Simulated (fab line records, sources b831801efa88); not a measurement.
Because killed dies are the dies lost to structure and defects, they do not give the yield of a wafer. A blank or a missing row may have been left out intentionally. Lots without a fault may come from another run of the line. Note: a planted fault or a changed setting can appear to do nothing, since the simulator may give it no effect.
One fault through the eyes of 2 desks / flow sky130 / what lay behind the numbers comes last; until then each desk has only its own

## FOR THE TOOL OWNER'S DESK: implanter-02
The tool's own readings at SKY_RES_XHIGH_IMPLANT_07, given as means over the sampled wafers that have a number, one for each lot that went through this tool. The brackets show how far a lot's mean lies from the usual mean; more than 4 standard deviations puts the lot out of limits, marked OUT.
Columns: A = dose-ions-cm2 at SKY_RES_XHIGH_IMPLANT_07, usual 3.601e+14; B = faraday-current-uA at SKY_RES_XHIGH_IMPLANT_07, usual 523
lot=L456; first seen here=day 27 17:47; A=3.594e+14; B=527
lot=L460; first seen here=day 29 04:39; A=3.599e+14; B=635
lot=L461; first seen here=day 29 17:41; A=3.604e+14; B=645
lot=L472; first seen here=day 33 03:43; A=3.603e+14; B=536
lot=L477; first seen here=day 34 22:58; A=3.599e+14; B=534
This desk's verdict: no lot among the 5 shows anything out of limits.

## THE METROLOGY DESK
Means of the sampled wafers that have a number, per lot and without regard to the tool the lot ran on: this is what the gauges read. The brackets show how far a lot's mean lies from the usual mean; more than 4 standard deviations puts the lot out of limits, marked OUT.
Columns: A = RES_XHIGH_TW at SKY_RES_XHIGH_TW_MEAS_09, usual 1635; B = RES_XHIGH_RS at SKY_SD_N_RS_MEAS_18, usual 333.5 ohm/sq; C = LOCAL_INTERCONNECT_TIN_THK at SKY_LOCAL_INTERCONNECT_THK_MEAS_02, usual 99.0 nm; D = METAL1_OVL at SKY_METAL1_OVL_MEAS_16, usual 1 nm
lot=L455; first seen here=day 27 10:37; A=1651; B=333.0; C=98.8; D=2
lot=L456; first seen here=day 27 18:02; A=1641; B=332.6; C=98.6; D=-5
lot=L457; first seen here=day 28 10:01; A=1618; B=332.9; C=98.7; D=1
lot=L458; first seen here=day 28 12:16; A=1641; B=334.3; C=98.6; D=-6
lot=L460; first seen here=day 29 04:54; A=1553 (-5.5) OUT; B=389.1 (+40) OUT; C=97.9; D=-1
lot=L461; first seen here=day 29 17:57; A=1553 (-5.5) OUT; B=387.7 (+39) OUT; C=99.3; D=-1
lot=L468; first seen here=day 31 20:21; A=1636; B=334.1; C=98.5; D=-4
lot=L470; first seen here=day 32 09:46; A=1649; B=331.3; C=100.5; D=4
lot=L472; first seen here=day 33 03:58; A=1614; B=333.5; C=99.4; D=-4
lot=L474; first seen here=day 33 10:08; A=1612; B=334.8; C=99.7; D=-5
lot=L476; first seen here=day 34 10:43; A=1637; B=334.1; C=98.6; D=3
lot=L477; first seen here=day 34 23:13; A=1642; B=332.1; C=100.2; D=3
This desk finds L460, L461 out of limits, with the earliest case on L460 at day 29 04:54 (RES_XHIGH_TW at SKY_RES_XHIGH_TW_MEAS_09). L455, L456, L457, L458, L468, L470, L472, L474, L476, L477: within limits.

## TAKEN TOGETHER
L460, L461 would have let the metrology desk raise an alarm at day 29 04:54.
Nothing out of limits was seen by the tool owner's desk.
Tool owner's desk: L460, L461 on record, inside its limits.
All the named lots went through SKY_RES_XHIGH_IMPLANT_07 on implanter-02.

## WHAT THE SIMULATOR HAD PUT IN
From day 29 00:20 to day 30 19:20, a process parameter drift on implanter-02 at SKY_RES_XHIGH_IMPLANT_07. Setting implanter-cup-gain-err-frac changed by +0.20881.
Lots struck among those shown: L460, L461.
Per desk, hours elapsed from the start of the fault to the first reading out of limits: for the metrology desk, 5.
